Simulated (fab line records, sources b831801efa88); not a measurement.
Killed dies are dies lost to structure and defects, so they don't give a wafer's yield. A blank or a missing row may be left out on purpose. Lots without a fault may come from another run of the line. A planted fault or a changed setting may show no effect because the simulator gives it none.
fab line records | flow sky130
record lots=6 wafers=18 last_day=51
route steps=708 shown METAL5@680 PASSIVATION@681 PAD_OPEN@694
lots that met no fault: from a run of the same line without faults
start_h: hours from the record's first day to the start of the lot's first wafer shown | wait_h: hours since the lot's step before | " the same as in the row above | L1.1+2: a row that stands for several wafers | - no value, or no start given | * or withheld: withheld | < > ~ a bound
route shown NAME@n: a module of which the file shows steps, and the number in the route of the first | usual: mean/standard deviation of fault-free wafers | same: alike in all rows | chamber/n: place in a boat | sites: the reading at each site | _std_site: their standard deviation | _edge_site: outer sites' mean less inner sites' | radius_mm: how far each site lies from the wafer's centre | mask NAME#n: copy n | behind: the tool/chamber that last shaped the wafer | hold: why the lot was held/for how many hours/how that ended | device: the transistor (n, p or np) that didn't switch | end of line: the same wafers' tests at the end of the route | a step without rows: its recipe alone | killed: dies lost to structure and defects at the first sort, not the wafer's yield | map: a wafer's dies, x killed, . not, _ none there
set.NAME: the setting as run; set.NAME@STEP: as run at that earlier step | model.NAME: the simulator's own value behind a step, which no gauge read
lots at some steps of the route; a table a step, a row a wafer
services: from which hour (start_h, from the record's first day; less than 0 if before it) a tool's chamber was out of use, for how many hours, and why
## steps
# step SKY_METAL5_CLEAN_19
# recipe chemistry=O3/DIW dry=n2_spin
# step SKY_PASSIVATION_CVD_00
# recipe material=SiO2 target_thk_nm=90 temp_c=400 time_s=withheld rf_w=600
# usual heater_power_w=632/93
# columns lot.wafer tool chamber start_h wait_h heater_power_w
L566.4 pecvd-02 1 1085.14 0.0 575
L566.5 " 0 " " 657
L566.6 " 2 " " 795
L568.4 pecvd-02 0 1098.51 0.0 607
L568.5 " 2 " " 718
L568.6 " 1 " " 649
L573.1 pecvd-02 0 1129.45 0.0 694
L573.2 " 1 " " 622
L573.4 " 1 " " 613
L576.3 pecvd-03 1 1146.23 0.0 561
L576.5 " 1 " " 590
L576.6 " 2 " " 466
L580.1 pecvd-04 1 1167.60 0.0 688
L580.4 " 0 " " 727
L580.5 " 1 " " 680
L583.1 pecvd-04 0 1177.17 0.0 701
L583.2 " 1 " " 688
L583.3 " 2 " " 639
# step SKY_PASSIVATION_THK_MEAS_01
# recipe reads=SiO2_of_PASSIVATION_CVD_00
# usual PASSIVATION_CVD_00_THK=89.9/1.3
# columns lot.wafer tool chamber start_h wait_h PASSIVATION_CVD_00_THK[nm]
L566.4 film_metro-02 - 1085.18 - 91.2
L566.5 " - " " 91.7
L566.6 " - " " 90.1
L568.4 film_metro-03 - 1098.55 - 92.9
L568.5 " - " " 92.7
L568.6 " - " " 92.3
L573.1 film_metro-03 - 1129.64 - 90.3
L573.2 " - " " 89.9
L573.4 " - " " 90.4
L576.3 film_metro-01 - 1146.28 - 91.6
L576.5 " - " " 90.7
L576.6 " - " " 90.4
L580.1 film_metro-01 - 1167.63 - 89.6
L580.4 " - " " 91.0
L580.5 " - " " 90.0
L583.1 film_metro-03 - 1177.20 - 88.2
L583.2 " - " " 88.0
L583.3 " - " " 88.5
# step SKY_PASSIVATION_CVD_02
# recipe material=Si3N4 target_thk_nm=540 temp_c=400 time_s=withheld rf_w=450
# usual heater_power_w=667/100
# columns lot.wafer tool chamber start_h wait_h heater_power_w
L566.4 pecvd-03 2 1085.32 0.1 457
L566.5 " 1 " " 712
L566.6 " 2 " " 496
L568.4 pecvd-03 2 1098.70 0.1 450
L568.5 " 1 " " 599
L568.6 " 2 " " 487
L573.1 pecvd-03 1 1129.70 0.1 611
L573.2 " 2 " " 576
L573.4 " 2 " " 464
L576.3 pecvd-02 0 1146.32 0.0 678
L576.5 " 0 " " 693
L576.6 " 2 " " 808
L580.1 pecvd-03 0 1167.69 0.1 670
L580.4 " 1 " " 684
L580.5 " 0 " " 697
L583.1 pecvd-03 0 1177.26 0.1 628
L583.2 " 1 " " 731
L583.3 " 2 " " 489
# step SKY_PASSIVATION_THK_MEAS_03
# recipe reads=Si3N4_of_PASSIVATION_CVD_02
# usual PASSIVATION_CVD_02_THK=541/6.3
# columns lot.wafer tool chamber start_h wait_h PASSIVATION_CVD_02_THK[nm]
L566.4 film_metro-03 - 1085.58 - 544
L566.5 " - " " 545
L566.6 " - " " 538
L568.4 film_metro-02 - 1098.95 - 543
L568.5 " - " " 543
L568.6 " - " " 540
L573.1 film_metro-03 - 1130.23 - 524
L573.2 " - " " 522
L573.4 " - " " 538
L576.3 film_metro-01 - 1146.56 - 536
L576.5 " - " " 549
L576.6 " - " " 544
L580.1 film_metro-01 - 1167.91 - 536
L580.4 " - " " 546
L580.5 " - " " 553
L583.1 film_metro-01 - 1177.48 - 535
L583.2 " - " " 534
L583.3 " - " " 533
# step SKY_PASSIVATION_DEHYDRATE_04
# recipe temp_c=200 time_s=60
# step SKY_PASSIVATION_HMDS_05
# recipe prime_time_s=60 prime_temp_c=120
# step SKY_PASSIVATION_COAT_06
# recipe spin_rpm=2000 resist_thk_nm=3000
# step SKY_PASSIVATION_SOFTBAKE_07
# recipe temp_c=110 time_s=withheld
# step SKY_PASSIVATION_EXPOSE_08
# recipe mask_id=NSM target_cd_nm=3000 na=0.57 dose_mj=260
# step SKY_PASSIVATION_PEB_09
# recipe temp_c=115 time_s=withheld
# step SKY_PASSIVATION_DEVELOP_10
# recipe develop_time_s=60 dev_temp_c=23
# step SKY_PASSIVATION_ETCH_11
# recipe chemistry=CF4/O2 target_depth_nm=725 stop_on=AlCu source_w=800 bias_w=150 pressure_mtorr=150 cf4_flow_sccm=80 O2_flow_sccm=10 time_s=161.1
# usual drypump_motor_current_A=6.0/0.59 oes_product_au=0.978/0.0064 throttle_valve_pct=5.965/0.0099
# columns lot.wafer tool chamber start_h wait_h drypump_motor_current_A oes_product_au rf_hours_counter_h throttle_valve_pct model.PASSIVATION.feature_depth_nm model.etch.depth_nm model.coat_of_PASSIVATION_COAT_06.thk_nm
L566.4 rie_diel-04 2 1106.20 - 6.6 0.980 - 5.955 710.2 710.2 2510
L566.5 " 3 " " 6.7 0.986 - 5.965 712.4 712.4 2512
L566.6 " 1 " " 6.0 0.979 - 5.958 702.4 702.4 2502
L568.4 rie_diel-01 2 1119.66 - 6.3 0.986 18 5.948 710.7 710.7 2517
L568.5 " 3 " " 5.5 0.987 - 5.955 710.1 710.1 2518
L568.6 " 0 " " 5.8 0.975 - 5.983 707.7 707.7 2517
L573.1 rie_diel-04 2 1149.84 - 6.5 0.974 27 5.944 688.9 688.9 2518
L573.2 " 1 " " 6.0 0.873 19 5.944 573.4 573.4 2628
L573.4 " 3 " " 6.7 0.977 16 5.975 703 703 2532
L576.3 rie_diel-04 1 1165.51 - 6.0 0.977 20 5.965 702.7 702.7 2517
L576.5 " 0 " " 4.9 0.866 - 5.939 565.9 565.9 2633
L576.6 " 3 " " 6.7 0.975 - 5.965 710.5 710.5 2533
L580.1 rie_diel-03 3 1185.62 - 5.0 0.974 26 5.960 700.9 700.9 2523
L580.4 " 1 " " 6.2 0.983 - 5.968 713.1 713.1 2521
L580.5 " 3 " " 4.9 0.986 - 5.960 716.1 716.1 2529
L583.1 rie_diel-03 2 1194.79 - 5.9 0.967 10 5.965 699.1 699.1 2534
L583.2 " 0 " " 6.8 0.967 26 5.958 698.3 698.3 2540
L583.3 " 1 " " 6.2 0.967 6 5.964 697.5 697.5 2526
# step SKY_PASSIVATION_STRIP_12
# recipe chemistry=O2/N2 power_w=1400 pressure_mtorr=1500 platen_temp_c=withheld overash_fraction=0.7 o2_flow_sccm=3000 n2_flow_sccm=300
# usual drypump_motor_current_A=5.5/0.4 oes_product_au=0.661/0.0047 strip_time_to_endpoint_s=31.58/0.13
# columns lot.wafer tool chamber start_h wait_h drypump_motor_current_A oes_product_au rf_hours_counter_h strip_time_to_endpoint_s
L566.4 plasma_asher-04 1 1106.28 0.0 6.1 0.660 - 31.44
L566.5 " 0 " " 5.3 0.667 - 31.47
L566.6 " 1 " " 6.1 0.661 - 31.35
L568.4 plasma_asher-04 1 1119.80 0.1 6.2 0.648 - 31.53
L568.5 " 0 " " 5.3 0.658 - 31.54
L568.6 " 1 " " 6.2 0.659 - 31.53
L573.1 plasma_asher-03 1 1149.95 0.1 5.2 0.660 75 31.54
L573.2 " 0 " " 5.4 0.657 75 32.81
L573.4 " 0 " " 5.4 0.662 - 31.72
L576.3 plasma_asher-04 1 1165.65 0.1 6.1 0.664 - 31.52
L576.5 " 0 " " 5.3 0.658 - 32.87
L576.6 " 1 " " 6.1 0.668 - 31.73
L580.1 plasma_asher-03 0 1185.73 0.1 5.5 0.657 79 31.61
L580.4 " 1 " " 5.2 0.659 - 31.57
L580.5 " 0 " " 5.4 0.662 - 31.66
L583.1 plasma_asher-04 1 1194.90 0.1 6.1 0.663 12 31.73
L583.2 " 0 " " 5.3 0.663 12 31.79
L583.3 " 1 " " 6.2 0.657 - 31.64
# step SKY_PAD_OPEN_DEHYDRATE_00
# recipe temp_c=200 time_s=60
## services
# columns tool chamber start_h hours kind
plasma_asher-04 0 1064.25 - clean
plasma_asher-04 1 1064.25 - clean
pecvd-04 2 1064.58 2.1 scheduled_down
pecvd-03 0 1084.84 74.5 repair
pecvd-04 - 1087.52 28.1 pm
rie_diel-04 0 1100.79 10.7 repair
pecvd-04 - 1119.36 0.6 repair
pecvd-04 1 1134.46 - calibration
pecvd-03 - 1135.99 1.5 repair
pecvd-03 - 1158.26 2.8 pm
pecvd-03 0 1159.31 2.1 scheduled_down
pecvd-03 2 1161.44 5.5 scheduled_down
plasma_asher-04 - 1167.40 2.8 pm
rie_diel-01 1 1167.49 29.9 repair
rie_diel-01 2 1176.97 22.8 repair
pecvd-04 0 1183.97 2.1 scheduled_down
rie_diel-03 0 1184.93 4.5 repair
rie_diel-03 2 1186.22 6.6 repair
pecvd-04 2 1187.60 8.3 repair
## key
first_sign step=SKY_PASSIVATION_ETCH_11 reading=oes_product_au direction=down sigmas=17 usual=0.978 struck=0.870
effect step=SKY_PASSIVATION_STRIP_12 reading=strip_time_to_endpoint_s direction=up sigmas=9.5 usual=* struck=*
model_effect step=SKY_PASSIVATION_ETCH_11 value=PASSIVATION.feature_depth_nm without=700.5 struck=569.7
met_at SKY_PASSIVATION_ETCH_11
struck_wafers L573.2,L576.5
later_rows_left_out L573.2,L576.5
sort_left_out L573.2,L576.5
onset_between 1106.20 1149.84
fault kind=process_parameter_drift tool=rie_diel-04 chamber=- onset_h=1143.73 steps=SKY_PASSIVATION_ETCH_11 channel=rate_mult offset=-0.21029 shape=step end_h=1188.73 scope=struck_wafers_only
# sort_left_out: the simulated sort isn't trusted on such a fault, so these wafers' sort isn't shown, and their yield isn't known
# later_rows_left_out: the simulator's readings of these wafers behind a module that went badly wrong aren't trusted and aren't shown, but for the sort
